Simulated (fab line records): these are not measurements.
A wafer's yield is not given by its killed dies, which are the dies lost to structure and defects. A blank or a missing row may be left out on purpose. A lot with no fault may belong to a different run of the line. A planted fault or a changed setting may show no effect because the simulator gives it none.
fab line records | flow sky130
[record] lots = 6 | wafers = 18 | last-day = 49
route steps=708 shown GATE_OXIDE@198 POLY_GATE@204 RES_PROTECT@206 PAD_OPEN@708
lots with no fault: from the same line, run without faults
start-h: the number of hours between the record's first day and the start of the first shown wafer of the lot | wait-h: time in hours since the lot's previous step | " identical to the entry in the row above | L1.1+2: several wafers, shown together as one row | - either no value or no given start | * or withheld: withheld | < > ~ a bound
route shown NAME@n: names a module that has steps shown in the file, with the first one's number in the route | usual: average and standard deviation across the fault-free wafers | same: alike in all rows | chamber/n: place in a boat | sites: each site's reading | _std_site: standard deviation of those values | _edge_site: outer sites' mean less inner sites' | radius-mm: for every site, how far away it sits from the centre of the wafer | mask NAME#n: copy n | behind: tool/chamber where the wafer was last shaped | hold: cause of the lot's hold/its duration in hours/its outcome | device: which transistor (n, p or np) failed to switch | end of line: the tests these same wafers got at the end of their route | a step given without rows: its recipe and nothing more | killed: at the first sort, the dies lost to defects and structure; wafer yield is something else | map: a wafer's dies, x killed, . not, _ none there
set.NAME: the setting that was run; set.NAME@STEP: the one run at that earlier step | model.NAME: the simulator's own value behind a step, which no gauge read
lots at some steps of the route; a table a step, a row a wafer
services: from which hour (start-h, from the record's first day; less than 0 if before it) a tool's chamber was out of use, for how many hours, and why
[[steps]]
[step SKY_GATE_OXIDE_IMPLANT_11]
[recipe] species = B | energy-kev = 10 | dose-cm2 = 2.6e+12 | tilt-deg = withheld
[step SKY_GATE_OXIDE_WET_ETCH_12]
[recipe] chemistry = dHF | target-depth-nm = 16.8 | dry = n2-spin | target = SiO2 | dilution = 100:1 | temp-c = 25 | time-s = 336
[step SKY_GATE_OXIDE_STRIP_13]
[recipe] chemistry = O2/N2 | power-w = 1400 | pressure-mtorr = 1500 | platen-temp-c = withheld | o2-flow-sccm = 3000 | n2-flow-sccm = 300 | overash-fraction = 0.5
[usual] drypump-motor-current-A = 6.0/0.39 | oes-product-au = 0.715/0.0043 | strip-time-to-endpoint-s = 14.27/0.035
lot.wafer | tool            | chamber | start-h | wait-h | drypump-motor-current-A | oes-product-au | rf-hours-counter-h | strip-time-to-endpoint-s
L467.1    | plasma-asher-03 | 1       | 336.05  | 0.0    | 5.9                     | 0.712          | 22                 | 14.26
L467.2    | "               | 0       | "       | "      | 6.4                     | 0.711          | 22                 | 14.29
L467.6    | "               | 0       | "       | "      | 6.4                     | 0.718          | -                  | 14.32
L468.1    | plasma-asher-01 | 0       | 343.32  | 0.0    | 5.6                     | 0.712          | 64                 | 14.26
L468.3    | "               | 0       | "       | "      | 5.6                     | 0.718          | -                  | 14.26
L468.5    | "               | 0       | "       | "      | 5.6                     | 0.720          | -                  | 14.26
L477.1    | plasma-asher-03 | 1       | 415.60  | 0.0    | 5.9                     | 0.722          | 30                 | 14.23
L477.2    | "               | 0       | "       | "      | 6.4                     | 0.714          | 30                 | 14.28
L477.5    | "               | 0       | "       | "      | 6.3                     | 0.717          | -                  | 14.23
L478.1    | plasma-asher-01 | 0       | 423.29  | 0.0    | 5.6                     | 0.713          | 70                 | 14.29
L478.4    | "               | 0       | "       | "      | 5.6                     | 0.712          | -                  | 14.28
L478.6    | "               | 1       | "       | "      | 6.7                     | 0.713          | -                  | 14.27
L479.1    | plasma-asher-04 | 0       | 429.35  | 0.0    | 5.9                     | 0.716          | 62                 | 14.29
L479.5    | "               | 1       | "       | "      | 5.6                     | 0.715          | -                  | 14.29
L479.6    | "               | 0       | "       | "      | 5.9                     | 0.717          | -                  | 14.24
L482.1    | plasma-asher-04 | 0       | 460.16  | 0.0    | 6.0                     | 0.709          | 65                 | 14.28
L482.3    | "               | 0       | "       | "      | 5.9                     | 0.718          | -                  | 14.27
L482.4    | "               | 1       | "       | "      | 5.6                     | 0.720          | -                  | 14.26
[step SKY_GATE_OXIDE_TW_MEAS_14]
[usual] GATE_OXIDE_TW = 223.5/1.3
lot.wafer | tool          | chamber | start-h | wait-h | GATE_OXIDE_TW
L467.1    | film-metro-02 | -       | 336.15  | 0.1    | 222.4
L467.2    | "             | -       | "       | "      | 221.8
L467.6    | "             | -       | "       | "      | 223.7
L468.1    | film-metro-02 | -       | 343.42  | 0.1    | 224.1
L468.3    | "             | -       | "       | "      | 223.9
L468.5    | "             | -       | "       | "      | 222.8
L477.1    | film-metro-01 | -       | 415.70  | 0.1    | 222.3
L477.2    | "             | -       | "       | "      | 219.8
L477.5    | "             | -       | "       | "      | 222.0
L478.1    | film-metro-03 | -       | 423.39  | 0.1    | 223.2
L478.4    | "             | -       | "       | "      | 223.3
L478.6    | "             | -       | "       | "      | 223.0
L479.1    | film-metro-03 | -       | 429.45  | 0.1    | 224.8
L479.5    | "             | -       | "       | "      | 223.8
L479.6    | "             | -       | "       | "      | 224.4
L482.1    | film-metro-03 | -       | 460.26  | 0.1    | 223.7
L482.3    | "             | -       | "       | "      | 224.1
L482.4    | "             | -       | "       | "      | 224.0
[step SKY_GATE_OXIDE_CLEAN_15]
[recipe] chemistry = SC1/SC2 | mix = 1:4:20 | temp-c = 70 | time-s = 150 | dry = n2-spin
[step SKY_GATE_OXIDE_OXIDATION_16]
[recipe] temp-c = 800 | ambient = O2 | idle-temp-c = 700 | ramp-up-c-per-min = 10 | ramp-down-c-per-min = 3 | stabilise-s = 600 | purge-s = 300 | target-thk-a = 35.7 | ox-time-s = 1915
[step SKY_POLY_GATE_CVD_00]
[recipe] material = poly-Si | target-thk-nm = 180 | temp-c = 620 | time-s = 720 | pressure-mtorr = 200
[step SKY_POLY_GATE_THK_MEAS_01]
[recipe] reads = poly-Si_of_POLY_GATE_CVD_00
[usual] POLY_GATE_CVD_00_THK = 179.7/1.6
lot.wafer | tool          | chamber | start-h | wait-h | POLY_GATE_CVD_00_THK[nm]
L467.1    | film-metro-03 | -       | 341.84  | 0.0    | 178.0
L467.2    | "             | -       | "       | "      | 176.8
L467.6    | "             | -       | "       | "      | 177.0
L468.1    | film-metro-01 | -       | 348.77  | 0.0    | 179.5
L468.3    | "             | -       | "       | "      | 180.9
L468.5    | "             | -       | "       | "      | 182.0
L477.1    | film-metro-04 | -       | 420.22  | 0.0    | 180.5
L477.2    | "             | -       | "       | "      | 179.1
L477.5    | "             | -       | "       | "      | 179.3
L478.1    | film-metro-04 | -       | 428.26  | 0.0    | 178.9
L478.4    | "             | -       | "       | "      | 180.0
L478.6    | "             | -       | "       | "      | 178.5
L479.1    | film-metro-01 | -       | 433.62  | 0.0    | 181.0
L479.5    | "             | -       | "       | "      | 181.4
L479.6    | "             | -       | "       | "      | 179.8
L482.1    | film-metro-03 | -       | 464.58  | 0.0    | 177.7
L482.3    | "             | -       | "       | "      | 179.6
L482.4    | "             | -       | "       | "      | 177.3
[step SKY_RES_PROTECT_DEHYDRATE_00]
[recipe] temp-c = 200 | time-s = 60
[step SKY_RES_PROTECT_HMDS_01]
[recipe] prime-time-s = 60 | prime-temp-c = 120
[step SKY_RES_PROTECT_COAT_02]
[recipe] resist = NOVOLAK | spin-rpm = 3000 | resist-thk-nm = 1140
[step SKY_RES_PROTECT_SOFTBAKE_03]
[recipe] temp-c = 90 | time-s = 60 | resist = NOVOLAK
[step SKY_RES_PROTECT_EXPOSE_04]
[recipe] mask-id = RPM | na = 0.6 | source-shape = conventional | sigma-outer = 0.6 | polarization = unpolarized | target-cd-nm = 1270 | dose-mj = 130.1
lot.wafer  | tool             | chamber | start-h | wait-h | mask  | model.RES_PROTECT.overlay-x-nm
L467.1+2+6 | iline-stepper-02 | 0       | 355.53  | -      | RPM#0 | -1.621
L468.1+3+5 | iline-stepper-01 | 0       | 362.87  | -      | RPM#0 | -1.023
L477.1+2+5 | iline-stepper-02 | 0       | 435.39  | -      | RPM#0 | -1.961
L478.1+4+6 | iline-stepper-01 | 0       | 443.52  | -      | RPM#0 | 164.3
L479.1+5+6 | iline-stepper-01 | 0       | 448.78  | -      | RPM#0 | 164.8
L482.1+3+4 | iline-stepper-02 | 0       | 480.27  | -      | RPM#0 | 3.169
[step SKY_RES_PROTECT_PEB_05]
[recipe] temp-c = withheld | time-s = * | resist = NOVOLAK
[step SKY_PAD_OPEN_PROBE_99]
[usual] killed_at_M0_to_M3 = 42/6.8 | killed_at_M4_up = 3.4/1.8 | killed-at-contacts = 25/5.7 | killed-at-front-end = 16/4.8 | killed-at-other = 0.2/0.39 | killed-dies = 87/9.6 | killed-open = 47/6.9 | killed-short = 40/6.3
[same] gross-dies = 492 | killed-at-back-side = 0
lot.wafer | tool      | chamber | start-h | wait-h | killed_at_M0_to_M3 | killed_at_M4_up | killed-at-contacts | killed-at-front-end | killed-at-other | killed-dies | killed-open | killed-short
L477.1    | prober-02 | -       | 1150.43 | 0.1    | 40                 | 2               | 32                 | 17                  | 0               | 91          | 56          | 35
L477.2    | prober-02 | -       | 1150.48 | 0.1    | 39                 | 1               | 31                 | 11                  | 1               | 83          | 47          | 36
L477.5    | prober-02 | -       | 1150.63 | 0.2    | 47                 | 2               | 25                 | 15                  | 0               | 89          | 46          | 43
L479.1    | prober-02 | -       | 1159.63 | 0.1    | 54                 | 2               | 20                 | 18                  | 1               | 95          | 45          | 50
L479.5    | prober-02 | -       | 1159.83 | 0.2    | 44                 | 3               | 17                 | 20                  | 0               | 84          | 49          | 35
L479.6    | prober-02 | -       | 1159.88 | 0.2    | 37                 | 3               | 18                 | 27                  | 0               | 85          | 43          | 42
L482.1    | prober-01 | -       | 1176.89 | 0.1    | 38                 | 3               | 26                 | 11                  | 0               | 78          | 47          | 31
L482.3    | prober-01 | -       | 1176.99 | 0.2    | 37                 | 6               | 27                 | 18                  | 0               | 88          | 50          | 38
L482.4    | prober-01 | -       | 1177.04 | 0.2    | 39                 | 4               | 35                 | 13                  | 0               | 91          | 43          | 48
// killed by level:class
L477.1 CONTACT:geometric-particle:open=15 VIA3:geometric-particle:open=8 VIA2:geometric-particle:open=7 LI_CONTACT:geometric-particle:open=6 VIA1:geometric-particle:open=6 POLY_GATE:geometric-particle:open=5 CONTACT:geometric-particle:short=5 FIELD_ISO:geometric-particle:open=4
L477.2 LI_CONTACT:geometric-particle:open=9 CONTACT:geometric-particle:open=9 VIA2:geometric-particle:open=8 VIA1:geometric-particle:open=8 CONTACT:geometric-particle:short=6 VIA3:geometric-particle:open=6 LOCAL_INTERCONNECT:geometric-particle:short=5 VIA1:geometric-particle:short=5
L477.5 VIA1:geometric-particle:open=10 LI_CONTACT:geometric-particle:open=10 VIA2:geometric-particle:open=8 FIELD_ISO:geometric-particle:open=5 METAL1:geometric-particle:short=5 VIA1:geometric-particle:short=5 METAL2:geometric-particle:short=5 METAL3:geometric-particle:short=5
L479.1 VIA1:geometric-particle:open=14 METAL2:geometric-particle:short=11 CONTACT:geometric-particle:open=9 METAL1:geometric-particle:short=8 FIELD_ISO:geometric-particle:short=5 VIA3:geometric-particle:short=5 SPACER:geometric-particle:short=4 LI_CONTACT:geometric-particle:short=4
L479.5 VIA1:geometric-particle:open=14 VIA3:geometric-particle:open=7 FIELD_ISO:geometric-particle:short=6 VIA2:geometric-particle:open=6 FIELD_ISO:geometric-particle:open=4 POLY_GATE:geometric-particle:short=4 SPACER:geometric-particle:open=4 LI_CONTACT:geometric-particle:open=4
L479.6 POLY_GATE:geometric-particle:short=10 CONTACT:geometric-particle:open=8 METAL1:geometric-particle:short=8 VIA1:geometric-particle:open=8 VIA3:geometric-particle:short=6 VIA2:geometric-particle:open=6 VIA1:geometric-particle:short=5 FIELD_ISO:geometric-particle:open=4
L482.1 VIA1:geometric-particle:open=11 CONTACT:geometric-particle:open=10 LI_CONTACT:geometric-particle:open=8 CONTACT:geometric-particle:short=5 METAL2:geometric-particle:short=4 VIA3:geometric-particle:open=4 FIELD_ISO:geometric-particle:open=3 POLY_GATE:geometric-particle:open=3
L482.3 VIA2:geometric-particle:open=11 CONTACT:geometric-particle:open=10 CONTACT:geometric-particle:short=8 VIA1:geometric-particle:open=6 VIA3:geometric-particle:open=5 SPACER:geometric-particle:short=4 LI_CONTACT:geometric-particle:open=4 FIELD_ISO:geometric-particle:short=3
L482.4 CONTACT:geometric-particle:short=14 VIA1:geometric-particle:open=9 LI_CONTACT:geometric-particle:open=7 CONTACT:geometric-particle:open=7 VIA3:geometric-particle:open=7 POLY_GATE:geometric-particle:short=4 LI_CONTACT:geometric-particle:short=4 METAL1:geometric-particle:short=4
[[services]]
tool             | chamber | start-h | hours | kind
iline-stepper-01 | -       | 360.48  | 1.7   | pm
plasma-asher-01  | -       | 371.14  | 25.5  | pm
iline-stepper-01 | -       | 387.67  | 14.8  | repair
plasma-asher-01  | -       | 405.40  | 0.4   | repair
plasma-asher-03  | -       | 412.42  | 2.6   | repair
plasma-asher-01  | -       | 419.84  | 1.1   | repair
iline-stepper-02 | -       | 422.36  | 3.2   | repair
iline-stepper-02 | -       | 442.46  | 15.7  | repair
plasma-asher-01  | -       | 468.41  | 0.8   | repair
plasma-asher-04  | -       | 479.54  | 2.8   | pm
[[key]]
first-sign none at tools or gauges
[model-effect] step = SKY_RES_PROTECT_EXPOSE_04 | value = RES_PROTECT.overlay-x-nm | without = -0.8713 | struck = 164.6
met-at SKY_RES_PROTECT_EXPOSE_04
struck-wafers L478.1,L478.4,L478.6,L479.1,L479.5,L479.6
rows-end L478.1,L478.4,L478.6
tester-left-out L479
onset-between 362.87 443.52
[fault] kind = scanner-matching-overlay | tool = iline-stepper-01 | chamber = - | onset-h = 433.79 | steps = SKY_RES_PROTECT_EXPOSE_04 | offset = 165.44
// tester-left-out: of these lots the tester's yield and bins aren't shown, on N5 and GAA mostly nor the transistor test; their killed dies are dies lost to structure and defects alone, not to doping, threshold or leakage, so they don't give the yield
// rows-end: these wafers met a further fault down the route, and their rows from its step on are left out
